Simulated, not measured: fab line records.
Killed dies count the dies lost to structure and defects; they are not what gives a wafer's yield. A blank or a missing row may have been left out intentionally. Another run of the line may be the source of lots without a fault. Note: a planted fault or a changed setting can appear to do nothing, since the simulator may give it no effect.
Problem report in the 8D (eight disciplines) form, filled by code / flow gf180mcu / the parts of the form that need people (team, actions taken, sign-off) are left out

== 1. THE ISSUE ==
At GF_SALICIDE_RTA_08, run length s averages 102.66 s over 2 wafers from 2 lots, while fault-free wafers read 58.66 s, standard deviation 0.17. So: +99 or more standard deviations from the usual mean.
The step: time 30 s.
First observed at day 18 08:49: wafer L444.3, on rtp anneal-02. The record holds 18 wafers of 6 lots with a number at this step. Rule for "out", or "out of limits": more than 4 standard deviations from the usual mean. The other wafers with a number count as sound.

== 2. WHAT IT IS, AND WHAT IT ISN'T ==
question=which readings at this step | is=run length s | is not=anneal temp c max, lamp power pct, wafer_temp_C_max
question=which lots | is=L444, L445 | is not=L436, L454, L455, L456
question=which wafers of those lots | is=L444.3, L445.5 | is not=L444.2, L444.4, L445.2, L445.4
question=read on which tools | is=rtp anneal-02 | is not=rtp anneal-01
question=when | is=from day 18 08:49 | is not=up to then (5 sound wafers); but 11 sound wafers of L445, L454, L455, L456 came after

== 3. SUSPECTS, AND WHAT RULES EACH OUT ==
Counting: any tool at a process step up to the reading remains a suspect provided it ran every lot that is out. Sound lots after the first of them don't rule it out here, since some wafers of a struck lot are sound.
- rie diel-01 at GF_SAB_ETCH_11 (etches SiO2 in C4F8/O2/Ar, target depth 55 nm, time 8.5 s): kept. It ran every lot that is out, first L444 (day 18 08:01).
- pvd sputter-02 at GF_SALICIDE_SPUTTER_02 (material Co, target thk 10 nm, time 20 s): kept. Every lot that is out went through it, the first being L444 (day 18 08:22); the last sound lot it ran before that was L436 (day 15 12:52).
- pvd sputter-02 at GF_SALICIDE_SPUTTER_03 (material TiN, target thk 20 nm, time 16.7 s): kept. Every lot that is out went through it, the first being L444 (day 18 08:23); the last sound lot it ran before that was L436 (day 15 12:53).
- rtp anneal-01 at GF_SALICIDE_RTA_06 (time 30 s): kept. It ran every lot that is out, first L444 (day 18 08:37).
- rtp anneal-02 at GF_SALICIDE_RTA_08 (time 30 s): kept. It ran every lot that is out, first L444 (day 18 08:49). Its own readings are out on those wafers: run length s.
Left after counting: rie diel-01 at GF_SAB_ETCH_11, pvd sputter-02 at GF_SALICIDE_SPUTTER_02, pvd sputter-02 at GF_SALICIDE_SPUTTER_03, rtp anneal-01 at GF_SALICIDE_RTA_06, rtp anneal-02 at GF_SALICIDE_RTA_08.

== 4. THE CAUSE (what the simulator had put in) ==
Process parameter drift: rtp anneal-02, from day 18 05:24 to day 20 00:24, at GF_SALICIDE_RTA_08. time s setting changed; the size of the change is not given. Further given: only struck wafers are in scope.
Of the 5 suspects that counting leaves, this tool is one.

== 5. SEQUENCE OF EFFECTS, ordered by route ==
Each row: a reading whose mean over the struck wafers that have a number lies more than 3 standard deviations from the usual. Scope: only readings with a usual standard deviation given in the record; hours: median across lots of the time from each lot's start at the first step in this table that gives one to its start at this step; sigmas: change in usual standard deviations.
hours=0; step=GF_SALICIDE_RTA_08; reading=run length s; usual=58.66 s; on struck wafers=102.66; change=+44.00; sigmas=+99 or more
Process steps it contains:
- GF_SALICIDE_RTA_08: time 30 s.

== 6. HOW IT WOULD HAVE BEEN CAUGHT EARLIER ==
First out-of-limits reading in this record: day 18 08:49, which is 3 hours after fault onset at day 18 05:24.
